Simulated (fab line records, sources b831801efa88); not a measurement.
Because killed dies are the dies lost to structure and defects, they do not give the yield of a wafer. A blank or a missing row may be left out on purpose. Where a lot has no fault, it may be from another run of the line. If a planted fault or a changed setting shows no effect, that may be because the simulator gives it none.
Matching of chambers	flow sky130	4 sister chambers for SKY_VIA1_CMP_02 on cmp-02
The step polishes SiO2. 8 wafers are shown with their chamber, then 9 later ones without.

WAFERS, EACH WITH ITS CHAMBER
wafer	chamber	motor current A (A)	head pressure psi (psi)
L311.6	2	12.1	4.010
L313.2	1	12.7	3.993
L319.2	2	12.2	3.996
L319.4	0	11.1	4.009
L319.6	3	11.1	3.992
L320.1	1	12.8	3.994
L320.2	3	10.5	4.001
L320.4	0	10.8	4.003

WAFERS WITH NO CHAMBER GIVEN
wafer	motor current A (A)	head pressure psi (psi)
L322.2	11.5	3.997
L322.4	11.8	4.001
L322.6	11.0	3.998
L323.1	11.2	4.006
L323.5	10.7	3.996
L323.6	10.8	3.987
L324.1	12.1	3.995
L324.3	11.9	4.004
L324.4	11.4	4.022

WHICH CHAMBER EACH WENT THROUGH
wafer	from the rows above	in truth
L322.2	can't be placed: 0 or 2 or 3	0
L322.4	2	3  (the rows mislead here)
L322.6	can't be placed: 3 or 0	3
L323.1	can't be placed: 0 or 3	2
L323.5	can't be placed: 3 or 0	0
L323.6	can't be placed: 3 or 0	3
L324.1	can't be placed: 2 or 1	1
L324.3	2	2
L324.4	can't be placed: 0 or 2 or 3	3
Correct placement for 1 of the 9. Can't be placed from these rows: 7 (the true chamber is among the candidates in 6). Wrongly placed: 1.
How it was worked out, from the rows above alone: a wafer's distance from a chamber is the root of the sum, over the readings, of the square of ((its reading less the chamber's mean) divided by the reading's scatter). If the next closest chamber is less than 2 further off than the closest, the wafer can't be placed; otherwise it belongs to the closest. Each chamber's mean is taken over the wafers shown for it. The scatter: take each reading less its chamber's mean, square it, sum over the shown wafers, divide by the number of wafers less the number of chambers, and take the root.
